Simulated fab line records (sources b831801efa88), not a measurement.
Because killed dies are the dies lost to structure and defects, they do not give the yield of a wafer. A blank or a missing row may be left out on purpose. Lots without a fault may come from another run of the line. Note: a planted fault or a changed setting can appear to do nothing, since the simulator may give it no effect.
Comparing a struck lot with a sound one + flow gf180mcu + 41 steps out of a route of 602
Sound: these wafers, L621.2, L621.4, L621.6. Struck: wafers L632.4, L632.5. (L632.1 of the same lot was not struck and is left out.) The cause comes at the end.
For every step that has rows: the tool of each side, followed by ch and its chambers, followed by its first start. Under that, the readings that differ: sound wafers + struck wafers + difference of the means + sigmas: that difference in standard deviations of wafers without a fault.
alike: readings with means less than 2 such deviations apart, plus words and numbers identical on both sides. not compared: withheld readings, readings lacking a value on some wafer, bounds such as >300 that could conceal the same value, and numbers that have no deviation in the record and whose values overlap.
A row with sigmas, a row that says differs or no value, or rows on one side alone: a step with any of these is where the two part. Numbers that have no deviation but don't overlap get no sigmas and don't part them. Lack of a reading on every wafer of one side parts them only where that side has two or more wafers.

GF_V4_RS_MEAS_24: the measuring method here is four-point-probe.
  sound on filmMetro-03, day 24 15:32; struck on filmMetro-04, day 28 02:17
  alike: V4_W_RS
GF_V4_THK_MEAS_25: measures by xrf.
  sound on filmMetro-03, day 24 15:38; struck on filmMetro-04, day 28 02:24
  alike: V4_W_THK
then, 5 steps without rows for these wafers: GF_V4_CMP_26 (polishes, stops on SiO2, t overpolish 15 s, target thk 0 nm); GF_MIM_SPUTTER_00 (material Ti, target thk 37.5 nm, time 150 s); GF_MIM_SPUTTER_01 (material TiN, target thk 30 nm, time 25 s); GF_MIM_SPUTTER_02 (material AlCu, target thk 450 nm, time 23.9 s); GF_MIM_SPUTTER_03 (material Ti, target thk 10 nm, time 6.7 s).
GF_MIM_SPUTTER_04: material TiN, target thk 50 nm, time 41.7 s.
  sound on pvdSputter-03, day 24 16:10; struck on pvdSputter-04, day 28 02:56
  alike: throttleValvePct
GF_MIM_CVD_05: deposits Si3N4, target thk 42 nm, time 29.086 s.
  sound on pecvd-01 ch 0,2, day 24 16:13; struck on pecvd-04 ch 1,2, day 28 02:59
  alike: heaterPowerW
GF_MIM_THK_MEAS_06:
  sound on filmMetro-01, day 24 16:16; struck on filmMetro-01, day 28 03:01
  alike: MIM_CVD_05_THK
then, 1 step without rows for these wafers: GF_MIM_SPUTTER_07 (material TiN, target thk 60 nm, time 50 s).
GF_MIM_SPUTTER_08: material AlCu, target thk 200 nm, time 10.6 s.
  sound on pvdSputter-01, day 24 16:21; struck on pvdSputter-01, day 28 03:07
| reading              | sound          | struck    | difference | sigmas |
|----------------------|----------------|-----------|------------|--------|
| throttleValvePct (%) | 28.5 29.9 28.7 | 30.9 31.1 | +2.0       | +2     |
GF_MIM_SPUTTER_09: material TiN, target thk 35 nm, time 29.2 s.
  sound on pvdSputter-01, day 24 16:22; struck on pvdSputter-01, day 28 03:08
| reading                                | sound            | struck      | difference | sigmas |
|----------------------------------------|------------------|-------------|------------|--------|
| model.TiN_of_MIM_SPUTTER_09.thkNm (nm) | 35.67 35.7 35.11 | 31.24 31.08 | -4.33      |        |
  alike: throttleValvePct
GF_MIM_RS_MEAS_10: the measuring method here is four-point-probe.
  sound on filmMetro-03, day 24 16:26; struck on filmMetro-02, day 28 03:11
  alike: MIM_ALCU_RS
GF_MIM_THK_MEAS_11: measures by xrf.
  sound on filmMetro-03, day 24 16:32; struck on filmMetro-02, day 28 03:18
  alike: MIM_ALCU_THK
then, 18 steps without rows for these wafers: GF_MIM_DEHYDRATE_12 (time 60 s); GF_MIM_HMDS_13 (prime time 60 s); GF_MIM_COAT_14 (resist thk 1000 nm); GF_MIM_SOFTBAKE_15 (time 60 s); GF_MIM_EXPOSE_16 (exposes mask FuseTop, target cd 2000 nm); GF_MIM_PEB_17; GF_MIM_DEVELOP_18 (develop time 60 s); GF_MIM_METAL_ETCH_19 (etches the open film in Cl2/BCl3, stops on Si3N4, target depth 324.5 nm, time 54.1 s); GF_MIM_STRIP_20 (strips in O2/N2); GF_MIM_STRIP_21 (strips in post etch residue remover, time 1200 s); GF_MIM_CLEAN_22 (cleans in DIW); GF_M5_DEHYDRATE_00 (time 60 s); GF_M5_HMDS_01 (prime time 60 s); GF_M5_COAT_02 (resist thk 1000 nm); GF_M5_SOFTBAKE_03 (time 60 s); GF_M5_EXPOSE_04 (exposes mask Metal5, target cd 280 nm); GF_M5_PEB_05 (peb time 90 s); GF_M5_DEVELOP_06 (develop time 60 s).
GF_M5_CD_MEAS_07: target cd 280 nm.
  sound on cdSem-02, day 26 11:28; struck on cdSem-01, day 29 17:25
| reading   | sound             | struck      | difference | sigmas |
|-----------|-------------------|-------------|------------|--------|
| cdNm (nm) | 278.4 277.7 276.8 | 281.5 280.4 | +3.3       | +2     |
GF_M5_OVL_MEAS_08:
  sound on overlay-01, day 26 11:34; struck on overlay-01, day 29 17:32
  alike: M5_OVL
GF_M5_ETCH_09: etches Si3N4 in CF4/O2, target depth 52 nm, time 11.6 s.
  sound on rieDiel-01 ch 0,2, day 26 11:36; struck on rieDiel-04 ch 0,3, day 29 17:34
  alike: O2_flow_sccm, drypumpMotorCurrentA, oesProductAu, throttleValvePct
  not compared: rfHoursCounterH
GF_M5_METAL_ETCH_10: etches the open film in Cl2/BCl3, stops on SiO2, target depth 627.5 nm, time 104.6 s.
  sound on rieMetal-04 ch 0,1, day 26 11:38; struck on rieMetal-01 ch 0, day 29 17:36
| reading                  | sound          | struck    | difference | sigmas |
|--------------------------|----------------|-----------|------------|--------|
| drypumpMotorCurrentA (A) | 6.03 5.34 5.35 | 6.35 6.35 | +0.78      | +3     |
  alike: bcl3FlowSccm, oesProductAu, throttleValvePct
  not compared: rfHoursCounterH
then, 1 step without rows for these wafers: GF_M5_STRIP_11 (strips in O2/N2).
GF_M5_STRIP_12: strips in post etch residue remover, time 1200 s.
  sound on wetBench-04 ch 1, day 26 11:51; struck on wetBench-04 ch 3, day 29 17:49
| reading                                | sound             | struck     | difference | sigmas |
|----------------------------------------|-------------------|------------|------------|--------|
| model.TiN_of_MIM_SPUTTER_09.thkNm (nm) | 34.83 34.86 34.26 | 30.4 30.24 | -4.3       |        |
then, 2 steps without rows for these wafers: GF_M5_CLEAN_13 (cleans in DIW); GF_PASSIVATION_PROBE_99.

## WHERE THEY PART
Last at GF_M5_METAL_ETCH_10 as far as this record goes, first at GF_MIM_SPUTTER_08.

WHY: the cause the simulator had injected
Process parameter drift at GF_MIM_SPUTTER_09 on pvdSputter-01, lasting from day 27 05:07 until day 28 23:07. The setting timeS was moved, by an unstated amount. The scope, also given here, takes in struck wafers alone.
